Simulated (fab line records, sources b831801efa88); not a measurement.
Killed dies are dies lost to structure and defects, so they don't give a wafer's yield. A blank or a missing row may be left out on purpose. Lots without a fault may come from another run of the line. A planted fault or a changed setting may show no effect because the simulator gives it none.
Chamber matching | flow sky130 | SKY_LI_CONTACT_CMP_24 on cmp-02: 4 sister chambers
The step polishes, stops on PSG, t overpolish 20 s, target thk 0 nm. 4 wafers are shown with their chamber, then 7 later ones without.

WAFERS WITH THEIR CHAMBER
wafer  | chamber | motor_current_A (A)
L305.2 | 2       | 10.9
L305.3 | 0       | 9.9
L317.2 | 1       | 10.4
L317.4 | 3       | 11.0

WAFERS WITHOUT THEIR CHAMBER
wafer  | motor_current_A (A)
L317.5 | 10.6
L318.1 | 10.3
L318.3 | 10.9
L318.4 | 11.4
L320.2 | 11.2
L320.4 | 9.7
L320.5 | 9.6

WHICH CHAMBER EACH WENT THROUGH
wafer  | from the rows above          | in truth
L317.5 | can't be placed: 1 or 2 or 3 | 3
L318.1 | can't be placed: 1 or 0      | 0
L318.3 | can't be placed: 2 or 3      | 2
L318.4 | can't be placed: 3 or 2      | 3
L320.2 | can't be placed: 3 or 2      | 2
L320.4 | 0                            | 0
L320.5 | 0                            | 0
Placed correctly: 2 of 7. Can't be placed from these rows: 5 (the true chamber is among the candidates in 5). Placed wrongly: 0.
How it was worked out, from the rows above alone: a wafer's distance from a chamber is the root of the sum, over the readings, of the square of ((its reading less the chamber's mean) divided by the reading's scatter). The wafer belongs to the nearest chamber; if the next one is less than 2 further off, it can't be placed. A chamber's mean is the mean of its shown wafers. The scatter: with one shown wafer a chamber, the root of the mean of the squares of how far each hidden wafer lies from its nearest shown one.
